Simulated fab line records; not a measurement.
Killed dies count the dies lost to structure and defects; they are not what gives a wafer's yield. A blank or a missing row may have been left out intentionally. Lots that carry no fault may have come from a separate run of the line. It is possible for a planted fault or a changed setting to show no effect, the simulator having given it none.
The tool behind it: which one? :: flow gf180mcu :: Sampling: 11 lots, 33 wafers, 5 of 602 route steps

## WHAT THE GAUGES SHOWED, per wafer
GF_HV_LDD_TW_MEAS_38. Usual: HV_LDD_3_TW typically reads 1427, with standard deviation 12.
lot: L638
measured: day 11 16:12
on: film_metro-02
HV_LDD_3_TW: 1440 1436 1427
flag: 

lot: L639
measured: day 11 21:36
on: film_metro-02
HV_LDD_3_TW: 1449 1437 1442
flag: 

lot: L640
measured: day 12 09:46
on: film_metro-03
HV_LDD_3_TW: 1420 1423 1422
flag: 

lot: L642
measured: day 12 23:08
on: film_metro-03
HV_LDD_3_TW: 1380 1388 1396
flag: OFF

lot: L644
measured: day 13 15:11
on: film_metro-03
HV_LDD_3_TW: 1389 1391 1390
flag: OFF

lot: L655
measured: day 17 02:32
on: film_metro-04
HV_LDD_3_TW: 1414 1420 1420
flag: 

lot: L656
measured: day 17 12:50
on: film_metro-04
HV_LDD_3_TW: 1429 1425 1420
flag: 

lot: L658
measured: day 18 03:10
on: film_metro-02
HV_LDD_3_TW: 1442 1436 1444
flag: 

lot: L659
measured: day 18 10:35
on: film_metro-04
HV_LDD_3_TW: 1426 1416 1416
flag: 

lot: L660
measured: day 18 20:58
on: film_metro-02
HV_LDD_3_TW: 1441 1441 1433
flag: 

lot: L661
measured: day 19 02:46
on: film_metro-04
HV_LDD_3_TW: 1421 1430 1427
flag: 

GF_HV_LDD_RS_MEAS_53: measurement is done with a four-point probe. Usual: HV_LDD_RS typically reads 418.8 ohm/sq, with standard deviation 0.87.
lot: L638
measured: day 12 12:09
on: film_metro-02
HV_LDD_RS (ohm/sq): 417.7 419.0 418.1
flag: 

lot: L639
measured: day 12 17:20
on: film_metro-03
HV_LDD_RS (ohm/sq): 417.7 417.3 417.0
flag: 

lot: L640
measured: day 13 05:46
on: film_metro-02
HV_LDD_RS (ohm/sq): 419.8 420.3 418.7
flag: 

lot: L642
measured: day 13 20:12
on: film_metro-04
HV_LDD_RS (ohm/sq): 414.0 415.9 414.3
flag: OFF

lot: L644
measured: day 14 12:18
on: film_metro-02
HV_LDD_RS (ohm/sq): 413.5 412.5 412.4
flag: OFF

lot: L655
measured: day 18 01:52
on: film_metro-03
HV_LDD_RS (ohm/sq): 418.6 418.3 419.0
flag: 

lot: L656
measured: day 18 12:17
on: film_metro-03
HV_LDD_RS (ohm/sq): 417.9 417.9 418.2
flag: 

lot: L658
measured: day 19 04:01
on: film_metro-04
HV_LDD_RS (ohm/sq): 419.4 418.7 418.5
flag: 

lot: L659
measured: day 19 11:27
on: film_metro-02
HV_LDD_RS (ohm/sq): 416.4 417.3 417.3
flag: 

lot: L660
measured: day 19 22:15
on: film_metro-04
HV_LDD_RS (ohm/sq): 418.5 419.6 418.0
flag: 

lot: L661
measured: day 20 03:42
on: film_metro-03
HV_LDD_RS (ohm/sq): 418.7 419.1 418.4
flag: 

## TOOL THAT RAN EACH LOT (tool first, then ch and the chambers of the sampled wafers, then the start)
lot: L638
GF_POLY_GATE_ETCH_13: rie_si-02 ch 0,2,3, day 9 06:20
GF_HV_LDD_IMPLANT_35: implanter-02 ch 0, day 11 15:50
GF_HV_LDD_STRIP_37: plasma_asher-02 ch 0,1, day 11 16:07

lot: L639
GF_POLY_GATE_ETCH_13: rie_si-02 ch 0,2,3, day 9 12:29
GF_HV_LDD_IMPLANT_35: implanter-04 ch 0, day 11 21:13
GF_HV_LDD_STRIP_37: plasma_asher-04 ch 0,1, day 11 21:29

lot: L640
GF_POLY_GATE_ETCH_13: rie_si-01 ch 0,2,3, day 9 21:53
GF_HV_LDD_IMPLANT_35: implanter-04 ch 0, day 12 09:25
GF_HV_LDD_STRIP_37: plasma_asher-02 ch 0,1, day 12 09:41

lot: L642
GF_POLY_GATE_ETCH_13: rie_si-02 ch 0,1,3, day 10 11:52
GF_HV_LDD_IMPLANT_35: implanter-04 ch 0, day 12 22:44
GF_HV_LDD_STRIP_37: plasma_asher-02 ch 0,1, day 12 23:02

lot: L644
GF_POLY_GATE_ETCH_13: rie_si-01 ch 0,2,3, day 11 01:57
GF_HV_LDD_IMPLANT_35: implanter-04 ch 0, day 13 14:47
GF_HV_LDD_STRIP_37: plasma_asher-01 ch 0,1, day 13 15:05

lot: L655
GF_POLY_GATE_ETCH_13: rie_si-02 ch 0,2, day 14 06:26
GF_HV_LDD_IMPLANT_35: implanter-02 ch 0, day 17 02:09
GF_HV_LDD_STRIP_37: plasma_asher-04 ch 0,1, day 17 02:26

lot: L656
GF_POLY_GATE_ETCH_13: rie_si-01 ch 0,2, day 14 15:23
GF_HV_LDD_IMPLANT_35: implanter-04 ch 0, day 17 12:27
GF_HV_LDD_STRIP_37: plasma_asher-01 ch 0,1, day 17 12:43

lot: L658
GF_POLY_GATE_ETCH_13: rie_si-02 ch 0,1,2, day 15 05:41
GF_HV_LDD_IMPLANT_35: implanter-04 ch 0, day 18 02:46
GF_HV_LDD_STRIP_37: plasma_asher-02 ch 1, day 18 03:04

lot: L659
GF_POLY_GATE_ETCH_13: rie_si-02 ch 1,2,3, day 15 11:59
GF_HV_LDD_IMPLANT_35: implanter-02 ch 0, day 18 10:11
GF_HV_LDD_STRIP_37: plasma_asher-01 ch 0,1, day 18 10:29

lot: L660
GF_POLY_GATE_ETCH_13: rie_si-01 ch 0,1,2, day 15 20:52
GF_HV_LDD_IMPLANT_35: implanter-01 ch 0, day 18 20:34
GF_HV_LDD_STRIP_37: plasma_asher-04 ch 0,1, day 18 20:52

lot: L661
GF_POLY_GATE_ETCH_13: rie_si-01 ch 0,2,3, day 16 01:20
GF_HV_LDD_IMPLANT_35: implanter-02 ch 0, day 19 02:23
GF_HV_LDD_STRIP_37: plasma_asher-04 ch 0,1, day 19 02:40
- GF_POLY_GATE_ETCH_13: etches poly-Si in HBr/Cl2, stops on SiO2, target depth 198.5 nm, time 69.6 s.
- GF_HV_LDD_IMPLANT_35
- GF_HV_LDD_STRIP_37: strips in O2/N2.

## AS READ BY THE TOOLS THEMSELVES (means over the sampled wafers that have a number; for cases with no such wafer, the mark the record gives instead)
GF_POLY_GATE_ETCH_13. Usual: HBr_flow_sccm 150.0 sccm, standard deviation 0.44; drypump_motor_current_A 5.4 A, standard deviation 0.38; mfc_cl2_sccm 50.00 sccm, standard deviation 0.15; oes_product_au 0.989 a.u., standard deviation 0.0064; throttle_valve_pct 33.685 %, standard deviation 0.0093.
lot: L638
tool: rie_si-02
HBr_flow_sccm (sccm): 149.9
drypump_motor_current_A (A): 5.3
mfc_cl2_sccm (sccm): 50.10
oes_product_au (a.u.): 0.992
throttle_valve_pct (%): 33.684
flag: 

lot: L639
tool: rie_si-02
HBr_flow_sccm (sccm): 150.1
drypump_motor_current_A (A): 5.3
mfc_cl2_sccm (sccm): 50.08
oes_product_au (a.u.): 0.991
throttle_valve_pct (%): 33.686
flag: 

lot: L640
tool: rie_si-01
HBr_flow_sccm (sccm): 150.2
drypump_motor_current_A (A): 5.4
mfc_cl2_sccm (sccm): 50.02
oes_product_au (a.u.): 0.985
throttle_valve_pct (%): 33.687
flag: 

lot: L642
tool: rie_si-02
HBr_flow_sccm (sccm): 149.8
drypump_motor_current_A (A): 5.4
mfc_cl2_sccm (sccm): 50.14
oes_product_au (a.u.): 0.984
throttle_valve_pct (%): 33.694
flag: 

lot: L644
tool: rie_si-01
HBr_flow_sccm (sccm): 149.4
drypump_motor_current_A (A): 5.4
mfc_cl2_sccm (sccm): 49.89
oes_product_au (a.u.): 0.994
throttle_valve_pct (%): 33.684
flag: 

lot: L655
tool: rie_si-02
HBr_flow_sccm (sccm): 150.3
drypump_motor_current_A (A): 5.5
mfc_cl2_sccm (sccm): 50.02
oes_product_au (a.u.): 0.992
throttle_valve_pct (%): 33.686
flag: 

lot: L656
tool: rie_si-01
HBr_flow_sccm (sccm): 150.6
drypump_motor_current_A (A): 5.2
mfc_cl2_sccm (sccm): 50.02
oes_product_au (a.u.): 0.990
throttle_valve_pct (%): 33.687
flag: 

lot: L658
tool: rie_si-02
HBr_flow_sccm (sccm): 149.9
drypump_motor_current_A (A): 5.6
mfc_cl2_sccm (sccm): 50.08
oes_product_au (a.u.): 0.997
throttle_valve_pct (%): 33.679
flag: 

lot: L659
tool: rie_si-02
HBr_flow_sccm (sccm): 149.6
drypump_motor_current_A (A): 5.4
mfc_cl2_sccm (sccm): 49.99
oes_product_au (a.u.): 0.998
throttle_valve_pct (%): 33.684
flag: 

lot: L660
tool: rie_si-01
HBr_flow_sccm (sccm): 150.2
drypump_motor_current_A (A): 5.1
mfc_cl2_sccm (sccm): 50.09
oes_product_au (a.u.): 0.988
throttle_valve_pct (%): 33.678
flag: 

lot: L661
tool: rie_si-01
HBr_flow_sccm (sccm): 149.9
drypump_motor_current_A (A): 5.4
mfc_cl2_sccm (sccm): 49.99
oes_product_au (a.u.): 0.991
throttle_valve_pct (%): 33.682
flag: 

GF_HV_LDD_IMPLANT_35. Usual: 59.996 for beam_energy_keV, sd 0.018.
lot: L638
tool: implanter-02
beam_energy_keV: 59.985
flag: 

lot: L639
tool: implanter-04
beam_energy_keV: 59.991
flag: 

lot: L640
tool: implanter-04
beam_energy_keV: 59.991
flag: 

lot: L642
tool: implanter-04
beam_energy_keV: 40.563
flag: OFF

lot: L644
tool: implanter-04
beam_energy_keV: 40.568
flag: OFF

lot: L655
tool: implanter-02
beam_energy_keV: 59.979
flag: 

lot: L656
tool: implanter-04
beam_energy_keV: 59.985
flag: 

lot: L658
tool: implanter-04
beam_energy_keV: 60.006
flag: 

lot: L659
tool: implanter-02
beam_energy_keV: 59.997
flag: 

lot: L660
tool: implanter-01
beam_energy_keV: 59.985
flag: 

lot: L661
tool: implanter-02
beam_energy_keV: 59.982
flag: 

GF_HV_LDD_STRIP_37. Usual: drypump_motor_current_A 5.4 A, standard deviation 0.36; heater_power_w 317 W, standard deviation 27; oes_product_au 0.716 a.u., standard deviation 0.0046; strip_time_to_endpoint_s 12.62 s, standard deviation 0.033.
lot: L638
tool: plasma_asher-02
drypump_motor_current_A (A): 5.3
heater_power_w (W): 347
oes_product_au (a.u.): 0.717
strip_time_to_endpoint_s (s): 12.64
flag: 

lot: L639
tool: plasma_asher-04
drypump_motor_current_A (A): 5.6
heater_power_w (W): 292
oes_product_au (a.u.): 0.711
strip_time_to_endpoint_s (s): 12.68
flag: 

lot: L640
tool: plasma_asher-02
drypump_motor_current_A (A): 5.6
heater_power_w (W): 347
oes_product_au (a.u.): 0.717
strip_time_to_endpoint_s (s): 12.65
flag: 

lot: L642
tool: plasma_asher-02
drypump_motor_current_A (A): 5.3
heater_power_w (W): 358
oes_product_au (a.u.): 0.712
strip_time_to_endpoint_s (s): 12.65
flag: 

lot: L644
tool: plasma_asher-01
drypump_motor_current_A (A): 5.3
heater_power_w (W): 314
oes_product_au (a.u.): 0.719
strip_time_to_endpoint_s (s): 12.58
flag: 

lot: L655
tool: plasma_asher-04
drypump_motor_current_A (A): 5.6
heater_power_w (W): 295
oes_product_au (a.u.): 0.717
strip_time_to_endpoint_s (s): 12.55
flag: 

lot: L656
tool: plasma_asher-01
drypump_motor_current_A (A): 5.3
heater_power_w (W): 319
oes_product_au (a.u.): 0.719
strip_time_to_endpoint_s (s): 12.62
flag: 

lot: L658
tool: plasma_asher-02
drypump_motor_current_A (A): 6.0
heater_power_w (W): 345
oes_product_au (a.u.): 0.718
strip_time_to_endpoint_s (s): 12.61
flag: 

lot: L659
tool: plasma_asher-01
drypump_motor_current_A (A): 5.5
heater_power_w (W): 304
oes_product_au (a.u.): 0.712
strip_time_to_endpoint_s (s): 12.61
flag: 

lot: L660
tool: plasma_asher-04
drypump_motor_current_A (A): 5.3
heater_power_w (W): 312
oes_product_au (a.u.): 0.715
strip_time_to_endpoint_s (s): 12.61
flag: 

lot: L661
tool: plasma_asher-04
drypump_motor_current_A (A): 5.4
heater_power_w (W): 310
oes_product_au (a.u.): 0.717
strip_time_to_endpoint_s (s): 12.61
flag: 

## THE ANSWER, worked out from the rows above alone
Rule: a lot is off if the mean of its wafers that have a number lies more than 3 standard deviations from the usual mean. Also off: a lot with no number at a reading for which 4 or more lots have one. All remaining lots with rows at the step are treated as sound. Order of review: gauges by route order, followed by the tools' own readings, for which a lot's mean as printed above is used. The first step at which some lot is off is used, and at that step the reading that is off furthest; a lot without a number counts as furthest.
Off: at GF_HV_LDD_TW_MEAS_38 (HV_LDD_3_TW), L642, L644.
If a tool, at a process step before that reading, ran all the lots that are off and no sound lot after the first of them, it fits. Not tried: the gauges at GF_HV_LDD_TW_MEAS_38; whatever is off there is also off at GF_HV_LDD_RS_MEAS_53, on other tools, and gauge error can't account for it. Of those tried, none fits.

## WHAT HAD BEEN PUT IN BY THE SIMULATOR
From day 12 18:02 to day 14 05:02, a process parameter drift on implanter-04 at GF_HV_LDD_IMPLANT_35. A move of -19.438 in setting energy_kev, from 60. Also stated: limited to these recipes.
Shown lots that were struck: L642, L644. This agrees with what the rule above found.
